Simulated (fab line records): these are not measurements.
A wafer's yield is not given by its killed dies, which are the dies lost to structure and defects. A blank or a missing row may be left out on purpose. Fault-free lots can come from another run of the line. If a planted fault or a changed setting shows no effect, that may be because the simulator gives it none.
Matching of chambers || flow sky130 || SKY_VIA2_ETCH_14 on rieDiel-01: 4 sister chambers
The step etches BARC in N2/H2, stops on SiO2, time 45.9 s, target depth 60 nm. 8 wafers are shown with their chamber, then 8 later ones without.

== WAFERS PAIRED WITH THEIR CHAMBERS ==
{"wafer": "L074.6", "chamber": 0, "oesProductAu (a.u.)": 0.848, "throttleValvePct (%)": 13.221}
{"wafer": "L077.5", "chamber": 3, "oesProductAu (a.u.)": 0.851, "throttleValvePct (%)": 13.225}
{"wafer": "L082.3", "chamber": 1, "oesProductAu (a.u.)": 0.850, "throttleValvePct (%)": 13.240}
{"wafer": "L082.6", "chamber": 2, "oesProductAu (a.u.)": 0.849, "throttleValvePct (%)": 13.223}
{"wafer": "L083.1", "chamber": 1, "oesProductAu (a.u.)": 0.854, "throttleValvePct (%)": 13.226}
{"wafer": "L083.2", "chamber": 0, "oesProductAu (a.u.)": 0.847, "throttleValvePct (%)": 13.223}
{"wafer": "L083.3", "chamber": 3, "oesProductAu (a.u.)": 0.849, "throttleValvePct (%)": 13.247}
{"wafer": "L084.4", "chamber": 2, "oesProductAu (a.u.)": 0.851, "throttleValvePct (%)": 13.226}

== WAFERS WHOSE CHAMBER IS MISSING ==
{"wafer": "L084.5", "oesProductAu (a.u.)": 0.835, "throttleValvePct (%)": 13.217}
{"wafer": "L084.6", "oesProductAu (a.u.)": 0.844, "throttleValvePct (%)": 13.236}
{"wafer": "L087.3", "oesProductAu (a.u.)": 0.852, "throttleValvePct (%)": 13.229}
{"wafer": "L087.5", "oesProductAu (a.u.)": 0.843, "throttleValvePct (%)": 13.225}
{"wafer": "L087.6", "oesProductAu (a.u.)": 0.844, "throttleValvePct (%)": 13.208}
{"wafer": "L094.4", "oesProductAu (a.u.)": 0.843, "throttleValvePct (%)": 13.224}
{"wafer": "L094.5", "oesProductAu (a.u.)": 0.856, "throttleValvePct (%)": 13.236}
{"wafer": "L094.6", "oesProductAu (a.u.)": 0.852, "throttleValvePct (%)": 13.223}

== CHAMBER TAKEN BY EACH ==
{"wafer": "L084.5", "from the rows above": "can't be placed: 0 or 2 or 3", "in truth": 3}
{"wafer": "L084.6", "from the rows above": "can't be placed: 0 or 3 or 2", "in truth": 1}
{"wafer": "L087.3", "from the rows above": "can't be placed: 1 or 2 or 3", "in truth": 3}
{"wafer": "L087.5", "from the rows above": "can't be placed: 0 or 2 or 3", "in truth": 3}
{"wafer": "L087.6", "from the rows above": "can't be placed: 0 or 2", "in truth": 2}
{"wafer": "L094.4", "from the rows above": "can't be placed: 0 or 2 or 3", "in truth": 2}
{"wafer": "L094.5", "from the rows above": "can't be placed: 1 or 3 or 2", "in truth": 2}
{"wafer": "L094.6", "from the rows above": "can't be placed: 1 or 2 or 3 or 0", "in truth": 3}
Placed correctly: 0 of 8. Not placeable from these rows: 8 (in 7, the candidates include the true chamber). 0 placed wrongly.
How it was worked out, from the rows above alone: a wafer's distance from a chamber is the root of the sum, over the readings, of the square of ((its reading less the chamber's mean) divided by the reading's scatter). The wafer belongs to the nearest chamber; if the next one is less than 2 further off, it can't be placed. A chamber's mean is the mean of its shown wafers. The scatter: the root of (the sum of the squares of (reading less its chamber's mean) over the shown wafers, divided by (wafers less chambers)).
